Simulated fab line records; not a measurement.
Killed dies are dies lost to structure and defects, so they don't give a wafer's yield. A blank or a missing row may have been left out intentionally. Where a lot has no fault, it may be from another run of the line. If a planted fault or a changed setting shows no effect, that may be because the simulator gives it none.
fab line records | flow gf180mcu
record: lots: 10 wafers: 30 last_day: 35
route steps=602 shown M3@415 V3@432 V5@563
lots that met no fault: taken from a fault-free run of the same line
start_h: start of the lot's first displayed wafer, in hours after the record's first day | wait_h: how many hours have passed since the lot's step before this one | " identical to the entry in the row above | L1.1+2: a row that stands for several wafers | - no value, or no start was given | * or withheld: withheld | < > ~ a bound
route shown NAME@n: a module of which the file shows steps, and the number in the route of the first | usual: mean/standard deviation taken from wafers without a fault | same: alike in all rows | chamber/n: place in a boat | sites: per-site readings | _std_site: standard deviation across them | _edge_site: the outer-site mean with the inner-site mean subtracted | radius_mm: how far each site lies from the wafer's centre | mask NAME#n: copy n | behind: tool/chamber where the wafer was last shaped | hold: why the lot went on hold/how many hours it stayed there/how the hold came to an end | device: the n, p or np transistor that did not switch | end of line: tests run on the same wafers once the route is complete | for a step that has no rows: nothing shown but its recipe | killed: at the first sort, the dies lost to defects and structure; wafer yield is something else | map: shows each die of a wafer: x if killed, . if not, _ if none is there
set.NAME: setting as actually run; set.NAME@STEP: the setting as run at that earlier step | model.NAME: the simulator's own value behind a step, which no gauge read
steps of the route over a sample of lots; a table a step, a row a wafer
services: a tool's chamber out of use, with start hour (start_h, from the record's first day; less than 0 if before it), hours out, and reason
== steps ==
step: GF_M3_THK_MEAS_06
recipe: thk_meas_gauge: xrf reads: AlCu_of_M3_SPUTTER_02
usual: M3_ALCU_THK: 440/5
columns lot.wafer tool chamber start_h wait_h M3_ALCU_THK[nm]
L651.2 film_metro-04 - 469.81 0.1 440
L651.4 " - " " 437
L651.6 " - " " 437
L652.1 film_metro-01 - 483.91 0.1 435
L652.2 " - " " 442
L652.6 " - " " 433
L654.3 film_metro-01 - 507.69 0.1 440
L654.4 " - " " 444
L654.5 " - " " 443
L655.1 film_metro-01 - 514.27 0.1 445
L655.2 " - " " 447
L655.5 " - " " 439
L659.1 film_metro-03 - 556.06 0.1 445
L659.2 " - " " 439
L659.6 " - " " 437
L666.2 film_metro-04 - 608.32 0.1 438
L666.5 " - " " 434
L666.6 " - " " 436
L668.3 film_metro-01 - 617.99 0.1 440
L668.4 " - " " 439
L668.5 " - " " 442
L671.1 film_metro-04 - 634.56 0.1 441
L671.2 " - " " 445
L671.5 " - " " 443
L672.1 film_metro-04 - 639.62 0.1 437
L672.2 " - " " 426
L672.3 " - " " 437
L674.2 film_metro-04 - 659.48 0.1 433
L674.4 " - " " 433
L674.6 " - " " 437
step: GF_V3_THK_MEAS_03
recipe: reads: SiO2_of_V3_CVD_02
usual: V3_CVD_02_THK: 856/13
columns lot.wafer tool chamber start_h wait_h V3_CVD_02_THK[nm]
L651.2 film_metro-02 - 494.79 0.0 856
L651.4 " - " " 878
L651.6 " - " " 850
L652.1 film_metro-04 - 509.33 0.0 849
L652.2 " - " " 844
L652.6 " - " " 867
L654.3 film_metro-03 - 531.89 0.1 846
L654.4 " - " " 873
L654.5 " - " " 866
L655.1 film_metro-04 - 538.42 0.0 845
L655.2 " - " " 834
L655.5 " - " " 863
L659.1 film_metro-04 - 578.91 0.0 828
L659.2 " - " " 832
L659.6 " - " " 846
L666.2 film_metro-04 - 629.89 0.0 844
L666.5 " - " " 858
L666.6 " - " " 847
L668.3 film_metro-03 - 639.32 0.1 860
L668.4 " - " " 866
L668.5 " - " " 876
L671.1 film_metro-02 - 655.54 0.0 846
L671.2 " - " " 854
L671.5 " - " " 848
L672.1 film_metro-04 - 660.29 0.0 865
L672.2 " - " " 848
L672.3 " - " " 844
L674.2 film_metro-04 - 679.90 0.0 831
L674.4 " - " " 854
L674.6 " - " " 834
step: GF_V3_ETCH_16
recipe: chemistry: N2/H2 target_depth_a: withheld overetch_a: withheld time_s: withheld target: BARC ion_energy_ev: 200 source_w: 500 bias_w: 100 pressure_mtorr: 30 n2_flow_sccm: 100 h2_flow_sccm: 200
usual: drypump_motor_current_A: 5.5/0.36 n2_flow_sccm: 100.03/0.28 oes_product_au: 0.854/0.0051 throttle_valve_pct: 13.225/0.0089
columns lot.wafer tool chamber start_h wait_h drypump_motor_current_A n2_flow_sccm oes_product_au throttle_valve_pct
L651.2 rie_diel-01 1 519.13 0.0 5.0 99.89 0.840 13.230
L651.4 " 3 " " 6.3 100.35 0.858 13.227
L651.6 " 3 " " 6.3 99.98 0.849 13.206
L652.1 rie_diel-03 2 533.26 0.0 5.4 99.98 0.855 13.236
L652.2 " 1 " " 5.6 100.14 0.849 13.207
L652.6 " 2 " " 5.4 99.56 0.852 13.222
L654.3 rie_diel-03 1 555.47 0.0 5.6 99.74 0.857 13.217
L654.4 " 0 " " 5.5 99.71 0.857 13.247
L654.5 " 3 " " 5.5 100.14 0.859 13.228
L655.1 rie_diel-01 2 561.06 0.0 5.5 100.14 0.857 13.224
L655.2 " 3 " " 6.3 100.30 0.860 13.231
L655.5 " 0 " " 5.7 100.13 0.857 13.230
L659.1 rie_diel-01 1 600.71 0.0 5.1 99.44 0.858 13.220
L659.2 " 3 " " 6.4 100.32 0.861 13.228
L659.6 " 0 " " 5.8 100.36 0.857 13.229
L666.2 rie_diel-03 0 649.72 0.0 5.5 100.01 0.855 13.227
L666.5 " 1 " " 5.5 100.15 0.857 13.223
L666.6 " 0 " " 5.5 100.25 0.857 13.226
L668.3 rie_diel-01 3 659.37 0.0 6.4 100.29 0.852 13.224
L668.4 " 3 " " 6.3 100.14 0.860 13.221
L668.5 " 2 " " 5.5 99.51 0.850 13.222
L671.1 rie_diel-03 0 675.92 0.0 5.5 99.71 0.857 13.218
L671.2 " 1 " " 5.5 99.99 0.849 13.242
L671.5 " 0 " " 5.5 100.12 0.859 13.224
L672.1 rie_diel-03 1 679.72 0.0 5.5 100.46 0.853 13.236
L672.2 " 0 " " 5.5 99.54 0.858 13.236
L672.3 " 2 " " 5.4 99.85 0.857 13.234
L674.2 rie_diel-01 1 699.52 0.0 5.1 99.92 0.856 13.229
L674.4 " 1 " " 5.1 99.95 0.860 13.227
L674.6 " 0 " " 5.8 100.03 0.856 13.242
step: GF_V5_CVD_23
recipe: material: W target_thk_nm: 350 time_s: 104.9 temp_c: 400 pressure_torr: 40
usual: heater_power_w: 868/52
columns lot.wafer tool chamber start_h wait_h heater_power_w
L651.2 cvd_w-01 1 638.40 0.0 797
L651.4 " 0 " " 941
L651.6 " 1 " " 804
L652.1 cvd_w-01 1 649.60 0.0 817
L652.2 " 0 " " 934
L652.6 " 1 " " 787
L654.3 cvd_w-01 1 668.26 0.1 808
L654.4 " 0 " " 924
L654.5 " 0 " " 917
L655.1 cvd_w-02 0 674.79 0.0 824
L655.2 " 1 " " 881
L655.5 " 0 " " 821
L659.1 cvd_w-01 0 707.50 0.0 910
L659.2 " 1 " " 800
L659.6 " 0 " " 901
L666.2 cvd_w-01 0 752.19 0.0 901
L666.5 " 1 " " 800
L666.6 " 0 " " 920
L668.3 cvd_w-01 0 758.67 0.1 918
L668.4 " 1 " " 800
L668.5 " 0 " " 937
L671.1 cvd_w-02 1 773.64 0.0 916
L671.2 " 1 " " 920
L671.5 " 1 " " 948
L672.1 cvd_w-02 0 777.26 0.0 823
L672.2 " 1 " " 918
L672.3 " 0 " " 844
L674.2 cvd_w-02 0 794.10 0.0 814
L674.4 " 0 " " 840
L674.6 " 1 " " 927
step: GF_V5_RS_MEAS_24
recipe: thk_meas_gauge: four-point-probe reads: W_of_V5_CVD_23+TiN_of_V5_SPUTTER_22+Ti_of_V5_SPUTTER_21
usual: V5_W_RS: 0.323/0.0047
columns lot.wafer tool chamber start_h wait_h hold V5_W_RS[ohm/sq]
L651.2 film_metro-02 - 638.53 0.1 - 0.326
L651.4 " - " " - 0.317
L651.6 " - " " - 0.324
L652.1 film_metro-04 - 649.71 0.1 - 0.324
L652.2 " - " " - 0.320
L652.6 " - " " - 0.327
L654.3 film_metro-02 - 668.37 0.1 - 0.326
L654.4 " - " " - 0.318
L654.5 " - " " - 0.317
L655.1 film_metro-04 - 674.90 0.1 - 0.323
L655.2 " - " " - 0.330
L655.5 " - " " - 0.322
L659.1 film_metro-03 - 707.62 0.1 - 0.326
L659.2 " - " " - 0.327
L659.6 " - " " - 0.325
L666.2 film_metro-03 - 752.32 0.1 await_dispo/0.2h/release 0.284
L666.5 " - " " await_dispo/0.2h/release 0.327
L666.6 " - " " await_dispo/0.2h/release 0.285
L666.2 film_metro-03 - 752.74 0.4 - 0.284
L666.5 " - " " - 0.327
L666.6 " - " " - 0.285
L668.3 film_metro-02 - 758.78 0.1 await_dispo/0.2h/release 0.280
L668.4 " - " " await_dispo/0.2h/release 0.325
L668.5 " - " " await_dispo/0.2h/release 0.286
L668.3 film_metro-02 - 759.08 0.3 - 0.281
L668.4 " - " " - 0.326
L668.5 " - " " - 0.286
L671.1 film_metro-02 - 773.88 0.2 - 0.322
L671.2 " - " " - 0.321
L671.5 " - " " - 0.322
L672.1 film_metro-04 - 777.37 0.1 - 0.321
L672.2 " - " " - 0.321
L672.3 " - " " - 0.322
L674.2 film_metro-04 - 794.23 0.1 - 0.317
L674.4 " - " " - 0.315
L674.6 " - " " - 0.317
step: GF_V5_THK_MEAS_25
recipe: thk_meas_gauge: xrf reads: W_of_V5_CVD_23
usual: V5_W_THK: 363/6.7
columns lot.wafer tool chamber start_h wait_h hold V5_W_THK[nm]
L651.2 film_metro-02 - 638.64 0.1 - 364
L651.4 " - " " - 378
L651.6 " - " " - 368
L652.1 film_metro-04 - 649.83 0.1 - 362
L652.2 " - " " - 370
L652.6 " - " " - 359
L654.3 film_metro-02 - 668.47 0.1 - 364
L654.4 " - " " - 374
L654.5 " - " " - 376
L655.1 film_metro-04 - 675.02 0.1 - 361
L655.2 " - " " - 353
L655.5 " - " " - 363
L659.1 film_metro-03 - 707.74 0.1 - 361
L659.2 " - " " - 359
L659.6 " - " " - 361
L666.2 film_metro-03 - 756.68 3.9 await_dispo/0.2h/release 421
L666.5 " - " " await_dispo/0.2h/release 364
L666.6 " - " " await_dispo/0.2h/release 418
L666.2 film_metro-03 - 756.91 0.2 - 421
L666.5 " - " " - 364
L666.6 " - " " - 420
L668.3 film_metro-02 - 761.45 2.3 await_dispo/0.2h/release 422
L668.4 " - " " await_dispo/0.2h/release 364
L668.5 " - " " await_dispo/0.2h/release 419
L668.3 film_metro-02 - 761.69 0.2 - 424
L668.4 " - " " - 363
L668.5 " - " " - 416
L671.1 film_metro-02 - 774.00 0.1 - 366
L671.2 " - " " - 365
L671.5 " - " " - 362
L672.1 film_metro-04 - 777.49 0.1 - 361
L672.2 " - " " - 362
L672.3 " - " " - 360
L674.2 film_metro-04 - 794.34 0.1 - 366
L674.4 " - " " - 367
L674.6 " - " " - 363
step: GF_V5_CMP_26
recipe: stop_on: SiO2 down_force_psi: 3.5 platen_rpm: 60 t_overpolish_s: 15 target_thk_nm: 0 pad_velocity_m_s: 0.94248
usual: motor_current_A: 11.2/0.65 time_to_endpoint_s: 85/3.9
columns lot.wafer tool chamber start_h wait_h hold motor_current_A time_to_endpoint_s
L651.2 cmp-01 0 638.74 0.1 - 10.2 84
L651.4 " 1 " " - 12.5 88
L651.6 " 3 " " - 11.9 89
L652.1 cmp-01 3 649.99 0.1 - 11.4 82
L652.2 " 0 " " - 10.9 81
L652.6 " 1 " " - 12.3 80
L654.3 cmp-02 0 668.51 0.0 - 10.0 79
L654.4 " 2 " " - 10.5 89
L654.5 " 1 " " - 11.7 86
L655.2 cmp-02 3 675.13 0.1 - 11.0 89
L655.1 " 1 " " - 10.9 87
L655.5 " 2 " " - 10.6 87
L659.1 cmp-02 3 707.85 0.1 - 12.0 87
L659.2 " 1 " " - 11.2 86
L659.6 " 2 " " - 10.3 86
L666.2 cmp-01 0 761.82 4.9 await_dispo/0.7h/release 10.7 97
L666.5 " 0 " " await_dispo/0.7h/release 11.0 84
L666.6 " 1 " " await_dispo/0.7h/release 12.4 96
L668.3 cmp-02 1 763.64 1.9 await_dispo/1.3h/release 11.1 101
L668.4 " 0 " " await_dispo/1.3h/release 10.4 81
L668.5 " 1 " " await_dispo/1.3h/release 11.2 97
L671.1 cmp-01 3 774.17 0.2 - 11.4 85
L671.2 " 2 " " - 11.4 83
L671.5 " 0 " " - 10.3 90
L672.2 cmp-02 3 777.55 0.0 - 11.4 92
L672.3 " 0 " " - 10.5 77
L672.1 " 1 " " - 11.1 90
L674.2 cmp-01 0 794.48 0.1 - 9.9 88
L674.4 " 2 " " - 11.6 82
L674.6 " 0 " " - 11.0 90
== services ==
columns tool chamber start_h hours kind
cmp-02 - 503.97 1.2 repair
rie_diel-01 1 535.70 2.8 repair
cmp-02 - 540.22 1.3 repair
cvd_w-01 - 550.05 6.9 pm
cmp-01 - 558.18 1.6 repair
rie_diel-01 - 564.43 2.8 pm
cmp-02 - 565.61 5.8 pm
cmp-01 - 572.00 4.0 pm
cvd_w-01 - 589.85 0.6 repair
cvd_w-01 1 598.40 9.7 repair
cmp-02 - 614.77 1.3 repair
rie_diel-03 3 636.18 53.2 repair
cmp-01 - 655.27 5.2 pm
cvd_w-01 - 656.10 2.8 pm
rie_diel-01 0 656.40 23.0 repair
cmp-01 - 663.66 3.0 repair
rie_diel-01 3 678.16 132.0 repair
cmp-02 - 685.00 13.5 pm
rie_diel-03 2 688.10 2.7 repair
cvd_w-01 0 694.54 12.0 repair
cmp-01 - 701.37 0.8 repair
rie_diel-03 - 722.21 14.6 pm
cmp-02 - 723.14 4.0 repair
cvd_w-01 - 742.16 2.1 repair
== key ==
first_sign: step: GF_V5_RS_MEAS_24 reading: visit direction: added
effect: step: GF_V5_RS_MEAS_24 reading: V5_W_RS direction: down sigmas: 8.3 usual: 0.323 struck: 0.284
effect: step: GF_V5_THK_MEAS_25 reading: visit direction: added
effect: step: GF_V5_THK_MEAS_25 reading: V5_W_THK direction: up sigmas: 8.4 usual: 363 struck: 420
effect: step: GF_V5_CMP_26 reading: time_to_endpoint_s direction: up sigmas: 3.3 usual: * struck: *
met_at GF_V5_CVD_23
struck_lots L666,L668
struck_wafers L666.2,L666.6,L668.3,L668.5
not_acting_at GF_M3_THK_MEAS_06,GF_V3_THK_MEAS_03,GF_V3_ETCH_16
onset_between 707.50 752.19
fault: kind: process_parameter_drift tool: cvd_w-01 chamber: 0 onset_h: 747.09 steps: GF_V5_CVD_23 channel: target_thk_nm offset: 44.331 shape: step end_h: 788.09 acts_in: these_recipes_only stated: 350
